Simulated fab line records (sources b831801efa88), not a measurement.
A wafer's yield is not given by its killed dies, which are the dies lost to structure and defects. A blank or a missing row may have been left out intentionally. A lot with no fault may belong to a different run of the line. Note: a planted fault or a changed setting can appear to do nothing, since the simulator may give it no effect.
Which tool was responsible? + flow gf180mcu + Sampling: 14 lots, 42 wafers, 4 of 602 route steps

WHAT EACH GAUGE READ, for each wafer
The record lacks any reading of a measuring or inspecting step that a usual standard deviation could be used to judge.

TOOL THAT RAN EACH LOT (tool first, then ch and the chambers of the sampled wafers, then the start)
| lot  | GF_MVSD_STRIP_10                    | GF_M4_SPUTTER_01             | GF_MIM_SPUTTER_01            | GF_MIM_SPUTTER_02            |
|------|-------------------------------------|------------------------------|------------------------------|------------------------------|
| L611 | plasma asher-01 ch 0,1, day 4 10:35 | pvd sputter-02, day 22 12:31 | pvd sputter-01, day 24 13:34 | pvd sputter-01, day 24 13:35 |
| L612 | plasma asher-03 ch 0,1, day 4 18:41 | pvd sputter-02, day 23 02:59 | pvd sputter-03, day 25 03:17 | pvd sputter-03, day 25 03:19 |
| L613 | plasma asher-01 ch 0,1, day 4 21:44 | pvd sputter-01, day 23 07:52 | pvd sputter-03, day 25 07:15 | pvd sputter-03, day 25 07:17 |
| L614 | plasma asher-01 ch 0,1, day 5 03:34 | pvd sputter-04, day 23 13:50 | pvd sputter-01, day 25 13:45 | pvd sputter-01, day 25 13:47 |
| L615 | plasma asher-04 ch 0,1, day 5 09:05 | pvd sputter-02, day 23 22:05 | pvd sputter-02, day 25 20:14 | pvd sputter-02, day 25 20:16 |
| L618 | plasma asher-04 ch 0,1, day 6 03:59 | pvd sputter-04, day 25 04:13 | pvd sputter-01, day 27 02:22 | pvd sputter-01, day 27 02:23 |
| L619 | plasma asher-01 ch 0,1, day 6 09:14 | pvd sputter-01, day 25 11:20 | pvd sputter-02, day 27 08:08 | pvd sputter-02, day 27 08:10 |
| L621 | plasma asher-01 ch 0,1, day 6 21:02 | pvd sputter-02, day 26 07:53 | pvd sputter-02, day 28 03:18 | pvd sputter-02, day 28 03:20 |
| L622 | plasma asher-04 ch 0,1, day 7 01:02 | pvd sputter-04, day 26 09:00 | pvd sputter-01, day 28 05:04 | pvd sputter-01, day 28 05:07 |
| L623 | plasma asher-03 ch 0,1, day 7 08:29 | pvd sputter-01, day 26 19:11 | pvd sputter-01, day 28 15:06 | pvd sputter-01, day 28 15:08 |
| L625 | plasma asher-01 ch 0,1, day 7 22:02 | pvd sputter-04, day 27 12:02 | pvd sputter-01, day 29 06:07 | pvd sputter-01, day 29 06:08 |
| L630 | plasma asher-04 ch 0,1, day 8 23:41 | pvd sputter-02, day 28 18:22 | pvd sputter-03, day 30 11:28 | pvd sputter-03, day 30 11:30 |
| L631 | plasma asher-04 ch 0,1, day 9 07:02 | pvd sputter-02, day 29 00:43 | pvd sputter-02, day 30 17:33 | pvd sputter-02, day 30 17:35 |
| L634 | plasma asher-01 ch 0,1, day 9 22:17 | pvd sputter-04, day 29 17:56 | pvd sputter-03, day 31 09:44 | pvd sputter-03, day 31 09:46 |
- GF_MVSD_STRIP_10: strips in O2/N2.
- GF_M4_SPUTTER_01: material TiN, target thk 30 nm, time 25 s.
- GF_MIM_SPUTTER_01: material TiN, target thk 30 nm, time 25 s.
- GF_MIM_SPUTTER_02: material AlCu, target thk 450 nm, time 23.9 s.

WHAT THE TOOLS THEMSELVES READ (means of the sampled wafers that have a number; where no wafer has one, the mark that the record gives instead)
GF_MVSD_STRIP_10.
| lot  | tool            | drypump motor current A (A) | heater power w (W) | oes product au (a.u.) | strip time to endpoint s (s) |
|------|-----------------|-----------------------------|--------------------|-----------------------|------------------------------|
| L611 | plasma asher-01 | 5.59                        | 364                | 0.722                 | 37.01                        |
| L612 | plasma asher-03 | 5.87                        | 348                | 0.724                 | 36.99                        |
| L613 | plasma asher-01 | 5.63                        | 376                | 0.725                 | 36.86                        |
| L614 | plasma asher-01 | 5.62                        | 366                | 0.724                 | 37.08                        |
| L615 | plasma asher-04 | 5.85                        | 330                | 0.721                 | 37.06                        |
| L618 | plasma asher-04 | 5.81                        | 335                | 0.722                 | 37.00                        |
| L619 | plasma asher-01 | 5.60                        | 363                | 0.719                 | 37.01                        |
| L621 | plasma asher-01 | 5.60                        | 358                | 0.720                 | 37.09                        |
| L622 | plasma asher-04 | 5.84                        | 340                | 0.720                 | 37.00                        |
| L623 | plasma asher-03 | 5.85                        | 346                | 0.726                 | 37.21                        |
| L625 | plasma asher-01 | 5.61                        | 361                | 0.721                 | 37.02                        |
| L630 | plasma asher-04 | 5.79                        | 339                | 0.725                 | 36.86                        |
| L631 | plasma asher-04 | 5.79                        | 337                | 0.720                 | 36.98                        |
| L634 | plasma asher-01 | 5.64                        | 371                | 0.723                 | 37.03                        |

GF_M4_SPUTTER_01.
| lot  | tool           | cathode dc power W (W) | chamber pressure pa (Pa) | throttle valve pct (%) |
|------|----------------|------------------------|--------------------------|------------------------|
| L611 | pvd sputter-02 | 6500.7                 | 0.3999                   | 29.2                   |
| L612 | pvd sputter-02 | 6499.4                 | 0.4005                   | 29.3                   |
| L613 | pvd sputter-01 | 6500.2                 | 0.3993                   | 28.6                   |
| L614 | pvd sputter-04 | 6500.8                 | 0.3999                   | 30.2                   |
| L615 | pvd sputter-02 | 6499.9                 | 0.4007                   | 29.1                   |
| L618 | pvd sputter-04 | 6500.5                 | 0.4002                   | 30.1                   |
| L619 | pvd sputter-01 | 6500.9                 | 0.4000                   | 28.9                   |
| L621 | pvd sputter-02 | 6500.4                 | 0.3997                   | 29.9                   |
| L622 | pvd sputter-04 | 6498.4                 | 0.4003                   | 30.0                   |
| L623 | pvd sputter-01 | 6500.6                 | 0.3997                   | 28.4                   |
| L625 | pvd sputter-04 | 6500.2                 | 0.4002                   | 29.7                   |
| L630 | pvd sputter-02 | 6500.7                 | 0.3991                   | 29.2                   |
| L631 | pvd sputter-02 | 6500.5                 | 0.3986                   | 28.7                   |
| L634 | pvd sputter-04 | 6499.7                 | 0.3997                   | 30.2                   |

GF_MIM_SPUTTER_01.
| lot  | tool           | cathode dc power W (W) | chamber pressure pa (Pa) | throttle valve pct (%) |
|------|----------------|------------------------|--------------------------|------------------------|
| L611 | pvd sputter-01 | 6499.0                 | 0.4001                   | 28.5                   |
| L612 | pvd sputter-03 | 6500.4                 | 0.4001                   | 30.1                   |
| L613 | pvd sputter-03 | 6500.3                 | 0.4007                   | 30.0                   |
| L614 | pvd sputter-01 | 6499.6                 | 0.4005                   | 29.2                   |
| L615 | pvd sputter-02 | 6499.7                 | 0.4010                   | 28.4                   |
| L618 | pvd sputter-01 | 6501.3                 | 0.3999                   | 28.8                   |
| L619 | pvd sputter-02 | 6499.9                 | 0.4000                   | 29.4                   |
| L621 | pvd sputter-02 | 6499.6                 | 0.3997                   | 29.3                   |
| L622 | pvd sputter-01 | -                      | -                        | -                      |
| L623 | pvd sputter-01 | -                      | -                        | -                      |
| L625 | pvd sputter-01 | 6500.2                 | 0.4001                   | 28.5                   |
| L630 | pvd sputter-03 | 6501.0                 | 0.3996                   | 30.1                   |
| L631 | pvd sputter-02 | 6500.5                 | 0.4010                   | 29.7                   |
| L634 | pvd sputter-03 | 6501.3                 | 0.4010                   | 30.0                   |

GF_MIM_SPUTTER_02.
| lot  | tool           | cathode dc power W (W) | chamber pressure pa (Pa) | throttle valve pct (%) |
|------|----------------|------------------------|--------------------------|------------------------|
| L611 | pvd sputter-01 | 10601                  | 0.4008                   | 28.4                   |
| L612 | pvd sputter-03 | 10600                  | 0.4006                   | 30.1                   |
| L613 | pvd sputter-03 | 10600                  | 0.4003                   | 30.2                   |
| L614 | pvd sputter-01 | 10601                  | 0.4000                   | 29.1                   |
| L615 | pvd sputter-02 | 10598                  | 0.3996                   | 28.5                   |
| L618 | pvd sputter-01 | 10600                  | 0.4003                   | 28.7                   |
| L619 | pvd sputter-02 | 10598                  | 0.3993                   | 29.2                   |
| L621 | pvd sputter-02 | 10600                  | 0.4005                   | 29.3                   |
| L622 | pvd sputter-01 | 10600                  | 0.3997                   | 28.9                   |
| L623 | pvd sputter-01 | 10601                  | 0.3999                   | 28.4                   |
| L625 | pvd sputter-01 | 10601                  | 0.3997                   | 28.5                   |
| L630 | pvd sputter-03 | 10601                  | 0.3992                   | 29.8                   |
| L631 | pvd sputter-02 | 10601                  | 0.3993                   | 29.8                   |
| L634 | pvd sputter-03 | 10603                  | 0.3997                   | 30.0                   |

THE ANSWER, worked out from the rows above alone
Rule: the usual values come from the lots themselves. The widest of any qualifying gaps counts: lots, ordered by their means at a reading, are off when they make up no more than a third of the lots, leave a main group of 4 or more, and stand apart from it by 3 or more times the standard deviation of that group's means. Not used: any main group whose means are identical at the precision the tables above print for the reading. Also off: a lot with no number at a reading for which 4 or more lots have one. Any other lot the step has rows for is counted as sound. The gauges are gone through in route order, then the tools' own readings, and for those a lot's mean is taken as printed above. The first step at which some lot is off is used, and at that step the reading that is off furthest; a lot without a number counts as furthest.
Off: L622, L623, at GF_MIM_SPUTTER_01 (cathode dc power W). Without a number there: L622, L623. For the main group the mean is 6500.2 W and the standard deviation 0.69.
If a tool, at that step or one of the process steps before it, ran each lot that is off and ran no sound lot following the first of them, it fits. None of those tried fits.

WHAT WAS PUT IN BY THE SIMULATOR
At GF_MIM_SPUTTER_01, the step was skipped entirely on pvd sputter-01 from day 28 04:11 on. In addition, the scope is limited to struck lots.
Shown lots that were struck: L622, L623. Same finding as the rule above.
